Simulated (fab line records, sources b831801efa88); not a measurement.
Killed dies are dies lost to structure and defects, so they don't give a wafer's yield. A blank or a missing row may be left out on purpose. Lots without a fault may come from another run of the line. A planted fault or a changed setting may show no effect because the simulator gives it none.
Chamber matching | flow sky130 | SKY_VIA3_CMP_02 on cmp-02: 4 sister chambers
The step polishes SiO2. 8 wafers are shown with their chamber, then 12 later ones without.

WAFERS WITH THEIR CHAMBER
wafer  | chamber | motor_current_A (A) | retaining_ring_pressure_frac
L078.5 | 0       | 15.9                | 1.014
L080.3 | 0       | 14.7                | 1.000
L086.5 | 2       | 10.8                | 1.002
L087.1 | 1       | 12.2                | 1.007
L087.3 | 2       | 10.0                | 0.995
L088.3 | 1       | 13.5                | 1.000
L088.4 | 3       | 12.1                | 1.003
L088.5 | 3       | 11.9                | 0.997

WAFERS WITHOUT THEIR CHAMBER
wafer  | motor_current_A (A) | retaining_ring_pressure_frac
L089.1 | 11.2                | 1.002
L089.2 | 10.4                | 0.995
L089.4 | 15.0                | 1.008
L091.1 | 14.8                | 0.996
L091.4 | 11.4                | 1.006
L091.5 | 15.1                | 0.994
L092.3 | 13.2                | 0.999
L092.4 | 10.1                | 1.002
L092.5 | 10.5                | 1.000
L094.1 | 15.5                | 1.005
L094.5 | 12.4                | 1.005
L094.6 | 10.1                | 0.995

WHICH CHAMBER EACH WENT THROUGH
wafer  | from the rows above          | in truth
L089.1 | can't be placed: 3 or 2 or 1 | 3
L089.2 | can't be placed: 2 or 3      | 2
L089.4 | 0                            | 0
L091.1 | can't be placed: 0 or 1      | 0
L091.4 | can't be placed: 3 or 2 or 1 | 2
L091.5 | can't be placed: 0 or 1      | 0
L092.3 | can't be placed: 1 or 3      | 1
L092.4 | 2                            | 2
L092.5 | can't be placed: 2 or 3      | 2
L094.1 | 0                            | 0
L094.5 | can't be placed: 1 or 3      | 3
L094.6 | 2                            | 2
Placed correctly: 4 of 12. Can't be placed from these rows: 8 (the true chamber is among the candidates in 8). Placed wrongly: 0.
How it was worked out, from the rows above alone: a wafer's distance from a chamber is the root of the sum, over the readings, of the square of ((its reading less the chamber's mean) divided by the reading's scatter). The wafer belongs to the nearest chamber; if the next one is less than 2 further off, it can't be placed. A chamber's mean is the mean of its shown wafers. The scatter: the root of (the sum of the squares of (reading less its chamber's mean) over the shown wafers, divided by (wafers less chambers)).
